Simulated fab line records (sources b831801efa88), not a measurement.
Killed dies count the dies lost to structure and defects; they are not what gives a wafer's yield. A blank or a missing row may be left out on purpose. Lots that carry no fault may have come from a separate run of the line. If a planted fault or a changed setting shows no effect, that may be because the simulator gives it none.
What tool caused it? -- flow gf180mcu -- 33 wafers from 11 lots sampled at 6 of the route's 602 steps

WHAT THE GAUGES READ, wafer by wafer
GF_VT_IMPLANT_OVL_MEAS_40.
lot,measured,on,VT_IMPLANT_03_OVL (nm)
L807,day 7 13:01,overlay-01,-0.7 -0.8 -0.6
L812,day 8 21:13,overlay-01,-0.5 -0.4 1.3
L813,day 9 06:13,overlay-02,-0.1 -0.1 0.6
L816,day 10 01:25,overlay-02,0.4 1.8 -0.6
L817,day 10 07:07,overlay-01,0.1 1.1 1.7
L818,day 10 14:59,overlay-02,-0.4 0.2 0.1
L819,day 10 21:35,overlay-02,0.7 0.8 -0.6
L820,day 11 03:22,overlay-02,-1.0 0.7 -0.4
L821,day 11 12:16,overlay-02,-0.3 -0.7 -1.2
L822,day 11 22:23,overlay-01,0.0 -0.4 -0.7
L830,day 14 00:41,overlay-01,1.9 1.9 0.1

GF_PSD_TW_MEAS_11.
lot,measured,on,PSD_TW
L807,day 14 04:46,film-metro-03,3201 3205 3197
L812,day 15 21:52,film-metro-04,3183 3163 3166
L813,day 16 16:31,film-metro-01,3151 3162 3141
L816,day 17 12:37,film-metro-01,3120 3123 3131
L817,day 17 22:04,film-metro-03,3210 3220 3210
L818,day 18 03:07,film-metro-01,3129 3118 3109
L819,day 18 15:17,film-metro-04,3208 3209 3215
L820,day 18 16:43,film-metro-04,3199 3219 3206
L821,day 19 08:30,film-metro-03,3450 3443 3438
L822,day 19 17:55,film-metro-04,3451 3474 3468
L830,day 22 08:13,film-metro-04,3188 3172 3197

GF_PSD_RS_MEAS_15: measures by four-point-probe.
lot,measured,on,PSD_RS (ohm/sq)
L807,day 14 05:05,film-metro-01,108.70 108.86 108.74
L812,day 15 22:10,film-metro-04,108.83 108.32 108.55
L813,day 16 16:50,film-metro-03,108.69 109.10 108.93
L816,day 17 12:56,film-metro-03,108.44 108.52 108.55
L817,day 17 22:22,film-metro-04,108.40 108.61 108.62
L818,day 18 03:26,film-metro-01,109.05 108.85 108.75
L819,day 18 15:38,film-metro-04,108.29 108.31 108.55
L820,day 18 17:07,film-metro-04,108.32 108.11 108.39
L821,day 19 08:49,film-metro-03,101.71 101.61 101.91
L822,day 19 18:25,film-metro-04,102.01 101.97 102.16
L830,day 22 08:35,film-metro-01,108.41 108.13 108.57

GF_M1_OVL_MEAS_15.
lot,measured,on,M1_OVL (nm)
L807,day 17 00:17,overlay-01,0 4 1
L812,day 18 22:43,overlay-01,11 -1 -3
L813,day 19 19:00,overlay-01,2 9 -4
L816,day 20 15:49,overlay-01,15 6 -6
L817,day 21 02:44,overlay-01,14 9 11
L818,day 21 06:32,overlay-02,5 1 7
L819,day 21 18:19,overlay-01,-1 4 3
L820,day 21 21:04,overlay-01,-1 -1 9
L821,day 22 12:19,overlay-01,3 -4 -3
L822,day 22 21:18,overlay-01,4 3 6
L830,day 25 07:23,overlay-01,2 2 -1

EACH LOT AND THE TOOL THAT RAN IT (in order: tool; ch and the chambers of the sampled wafers; start)
lot,GF_PSD_IMPLANT_09,GF_PSD_STRIP_10
L807,"implanter-04 ch 0, day 14 04:31","plasma-asher-04 ch 1, day 14 04:40"
L812,"implanter-03 ch 0, day 15 21:37","plasma-asher-03 ch 0,1, day 15 21:46"
L813,"implanter-03 ch 0, day 16 16:17","plasma-asher-03 ch 0,1, day 16 16:25"
L816,"implanter-03 ch 0, day 17 12:22","plasma-asher-04 ch 0,1, day 17 12:31"
L817,"implanter-03 ch 0, day 17 21:49","plasma-asher-03 ch 0,1, day 17 21:58"
L818,"implanter-03 ch 0, day 18 02:53","plasma-asher-04 ch 0,1, day 18 03:00"
L819,"implanter-03 ch 0, day 18 15:05","plasma-asher-04 ch 0,1, day 18 15:11"
L820,"implanter-04 ch 0, day 18 16:28","plasma-asher-03 ch 0,1, day 18 16:37"
L821,"implanter-03 ch 0, day 19 08:15","plasma-asher-04 ch 0,1, day 19 08:24"
L822,"implanter-03 ch 0, day 19 17:40","plasma-asher-02 ch 0,1, day 19 17:49"
L830,"implanter-01 ch 0, day 22 07:59","plasma-asher-04 ch 0,1, day 22 08:06"
- GF_PSD_IMPLANT_09
- GF_PSD_STRIP_10: strips in O2/N2.

WHAT THE TOOLS THEMSELVES READ (means of the sampled wafers that have a number; where no wafer has one, the mark that the record gives instead)
GF_PSD_IMPLANT_09.
lot,tool,dose-ions-cm2,end-station-pressure-torr (Torr),faraday-current-uA
L807,implanter-04,1.4996e+15,1.21e-05,8115
L812,implanter-03,1.5008e+15,1.19e-05,8180
L813,implanter-03,1.4985e+15,1.16e-05,8138
L816,implanter-03,1.4992e+15,1.14e-05,8287
L817,implanter-03,1.4975e+15,1.17e-05,8038
L818,implanter-03,1.4983e+15,1.22e-05,8080
L819,implanter-03,1.5011e+15,1.15e-05,8256
L820,implanter-04,1.4996e+15,1.20e-05,8383
L821,implanter-03,2.1975e+15,1.45e-05,11767
L822,implanter-03,2.1943e+15,1.48e-05,12194
L830,implanter-01,1.4999e+15,1.16e-05,8071

GF_PSD_STRIP_10.
lot,tool,drypump-motor-current-A (A),heater-power-w (W),oes-product-au (a.u.),strip-time-to-endpoint-s (s)
L807,plasma-asher-04,5.1,252,0.592,16.47
L812,plasma-asher-03,6.0,301,0.588,16.58
L813,plasma-asher-03,6.0,286,0.588,16.55
L816,plasma-asher-04,5.5,312,0.595,16.55
L817,plasma-asher-03,6.0,302,0.594,16.53
L818,plasma-asher-04,5.3,280,0.592,16.58
L819,plasma-asher-04,5.3,281,0.591,16.60
L820,plasma-asher-03,6.0,292,0.594,16.57
L821,plasma-asher-04,5.3,283,0.568,17.75
L822,plasma-asher-02,5.9,286,0.565,17.78
L830,plasma-asher-04,5.5,318,0.594,16.55

THE ANSWER, worked out from the rows above alone
Rule: the usual values come from the lots themselves. The widest of any qualifying gaps counts: lots, ordered by their means at a reading, are off when they make up no more than a third of the lots, leave a main group of 4 or more, and stand apart from it by 3 or more times the standard deviation of that group's means. Not used: any main group whose means are identical at the precision the tables above print for the reading. A lot without any number at a reading at which 4 lots or more have one is off too. Any other lot the step has rows for is counted as sound. The gauges are gone through in route order, then the tools' own readings, and for those a lot's mean is taken as printed above. At the first step where some lot is off, the reading lying furthest off is the one used; lots without a number count as furthest.
Off: L821, L822, seen at GF_PSD_TW_MEAS_11 (PSD_TW). The main group: mean 3176, standard deviation 35.
A tool fits if, at a process step before that reading, it ran every lot that is off, and no sound lot after the first of them. The gauges at GF_PSD_TW_MEAS_11 aren't tried: what is off there is off at GF_PSD_IMPLANT_09 too, on other tools, and a gauge's error can't cause that. One candidate fits, namely implanter-03 at GF_PSD_IMPLANT_09. Its last sound lot is L819 (day 18 15:05), its first lot that is off L821 (day 19 08:15): a fault that began between those two fits.
The tool's own readings at GF_PSD_IMPLANT_09 bear it out: on the lots that are off they differ by more than 5 times the standard deviation of the sound lots' means. dose-ions-cm2 reads 2.1959e+15 there against 1.4994e+15 on the sound lots; end-station-pressure-torr reads 1.47e-05 Torr there against 1.18e-05 Torr on the sound lots; faraday-current-uA reads 11980 there against 8172 on the sound lots.

WHAT THE SIMULATOR HAD PUT IN
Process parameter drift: implanter-03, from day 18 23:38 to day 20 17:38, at GF_PSD_IMPLANT_09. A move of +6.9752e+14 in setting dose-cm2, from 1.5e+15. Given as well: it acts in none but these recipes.
Lots struck among those shown: L821, L822. Same finding as the rule above.
